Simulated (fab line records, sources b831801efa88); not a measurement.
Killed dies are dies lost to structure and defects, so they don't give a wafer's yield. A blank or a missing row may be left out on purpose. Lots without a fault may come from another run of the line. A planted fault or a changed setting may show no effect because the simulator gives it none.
Chamber matching | flow sky130 | SKY_FIELD_ISO_ETCH_14 on rie_diel-03: 4 sister chambers
The step etches BARC in N2/H2, stops on SiO2, time 45.9 s, target depth 60 nm. 20 wafers are shown with their chamber, then 10 later ones without.

WAFERS WITH THEIR CHAMBER
wafer  | chamber | drypump_motor_current_A (A) | oes_product_au (a.u.) | throttle_valve_pct (%)
L074.1 | 3       | 5.3                         | 0.862                 | 13.218
L074.4 | 0       | 5.2                         | 0.857                 | 13.243
L074.6 | 2       | 5.8                         | 0.860                 | 13.221
L082.3 | 1       | 6.2                         | 0.860                 | 13.211
L082.5 | 2       | 5.8                         | 0.846                 | 13.240
L082.6 | 1       | 6.2                         | 0.855                 | 13.239
L083.2 | 2       | 5.8                         | 0.863                 | 13.210
L083.3 | 1       | 6.2                         | 0.851                 | 13.221
L083.4 | 3       | 5.3                         | 0.855                 | 13.228
L084.1 | 0       | 5.2                         | 0.853                 | 13.234
L084.3 | 2       | 5.8                         | 0.854                 | 13.245
L084.4 | 3       | 5.3                         | 0.865                 | 13.213
L087.2 | 2       | 5.8                         | 0.853                 | 13.222
L087.3 | 0       | 5.2                         | 0.858                 | 13.231
L087.5 | 2       | 5.8                         | 0.857                 | 13.211
L089.4 | 1       | 6.2                         | 0.849                 | 13.225
L089.5 | 0       | 5.3                         | 0.854                 | 13.218
L089.6 | 1       | 6.2                         | 0.859                 | 13.224
L090.2 | 1       | 6.2                         | 0.859                 | 13.238
L090.3 | 0       | 5.3                         | 0.849                 | 13.226

SIGNATURES (means of the wafers above)
reading                 | chamber 0 | chamber 1 | chamber 2 | chamber 3 | scatter within a chamber
drypump_motor_current_A | 5.240     | 6.200     | 5.800     | 5.300     | 0.0274
oes_product_au          | 0.85420   | 0.85550   | 0.85550   | 0.86067   | 0.00493
throttle_valve_pct      | 13.23040  | 13.22633  | 13.22483  | 13.21967  | 0.0115
Rule: a wafer's distance from a chamber is the root of the sum, over the readings, of the square of ((its reading less the chamber's mean) divided by the reading's scatter). The wafer belongs to the nearest chamber; if the next one is less than 2 further off, it can't be placed. The scatter: the root of (the sum of the squares of (reading less its chamber's mean) over the shown wafers, divided by (wafers less chambers)).

WAFERS WITHOUT THEIR CHAMBER
wafer  | drypump_motor_current_A (A) | oes_product_au (a.u.) | throttle_valve_pct (%)
L090.5 | 6.2                         | 0.848                 | 13.217
L092.1 | 5.8                         | 0.858                 | 13.232
L092.4 | 5.3                         | 0.852                 | 13.232
L092.6 | 5.3                         | 0.857                 | 13.212
L093.2 | 5.3                         | 0.857                 | 13.205
L093.3 | 5.2                         | 0.856                 | 13.231
L093.5 | 5.8                         | 0.844                 | 13.230
L095.1 | 5.8                         | 0.865                 | 13.225
L095.2 | 5.3                         | 0.857                 | 13.224
L095.5 | 5.3                         | 0.849                 | 13.222

WHICH CHAMBER EACH WENT THROUGH
wafer  | from the rows above     | in truth
L090.5 | 1                       | 1
L092.1 | 2                       | 2
L092.4 | can't be placed: 3 or 0 | 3
L092.6 | can't be placed: 3 or 0 | 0
L093.2 | can't be placed: 3 or 0 | 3
L093.3 | 0                       | 0
L093.5 | 2                       | 2
L095.1 | 2                       | 2
L095.2 | can't be placed: 3 or 0 | 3
L095.5 | can't be placed: 3 or 0 | 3
Placed correctly: 5 of 10. Can't be placed from these rows: 5 (the true chamber is among the candidates in 5). Placed wrongly: 0.
